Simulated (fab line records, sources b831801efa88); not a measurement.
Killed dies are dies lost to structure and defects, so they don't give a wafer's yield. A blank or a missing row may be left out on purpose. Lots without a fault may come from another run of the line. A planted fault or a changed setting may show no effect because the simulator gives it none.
One fault seen from 2 desks | flow gf180mcu | each desk has only its own numbers; what lay behind them comes last

THE TOOL OWNER'S DESK: plasma_asher-02
The tool's own readings at GF_MVSD_STRIP_10 (strips in O2/N2): means of the sampled wafers that have a number, for each lot that ran on this tool. A lot is out of limits, marked OUT, if its mean lies more than 4 standard deviations from the usual mean; the brackets give that distance.
Columns: A = drypump_motor_current_A at GF_MVSD_STRIP_10, usual 5.7 A; B = heater_power_w at GF_MVSD_STRIP_10, usual 316 W; C = oes_product_au at GF_MVSD_STRIP_10, usual 0.723 a.u.; D = strip_time_to_endpoint_s at GF_MVSD_STRIP_10, usual 37.01 s
lot  | first seen here | A   | B   | C     | D
L245 | day 4 18:23     | 5.7 | 338 | 0.724 | 37.01
L250 | day 6 01:16     | 5.8 | 338 | 0.722 | 36.93
L255 | day 7 03:43     | 5.8 | 339 | 0.727 | 37.06
This desk's finding: nothing out of limits on any of the 3 lots.

THE METROLOGY DESK
What the gauges read, lot by lot, whatever tool the lot ran on: means of the sampled wafers that have a number. A lot is out of limits, marked OUT, if its mean lies more than 4 standard deviations from the usual mean; the brackets give that distance.
Columns: A = PASSIVATION_BOW at GF_PASSIVATION_BOW_MEAS_14, usual 134 um
lot  | first seen here | A
L244 | day 29 21:46    | 126
L245 | day 30 06:03    | 131
L249 | day 31 13:24    | 128
L250 | day 31 15:19    | 139
L255 | day 32 18:47    | 139
L256 | day 32 23:20    | 142
L258 | day 33 16:33    | 124
L259 | day 34 02:14    | 137
L260 | day 34 02:35    | 122
L261 | day 34 09:47    | 127
L265 | day 35 09:08    | 123
L266 | day 35 12:14    | 141
L267 | day 35 15:02    | 137
This desk's finding: nothing out of limits on any of the 13 lots.

PUT TOGETHER
The tool owner's desk saw nothing out of limits.
The metrology desk saw nothing out of limits.

WHAT THE SIMULATOR HAD PUT IN
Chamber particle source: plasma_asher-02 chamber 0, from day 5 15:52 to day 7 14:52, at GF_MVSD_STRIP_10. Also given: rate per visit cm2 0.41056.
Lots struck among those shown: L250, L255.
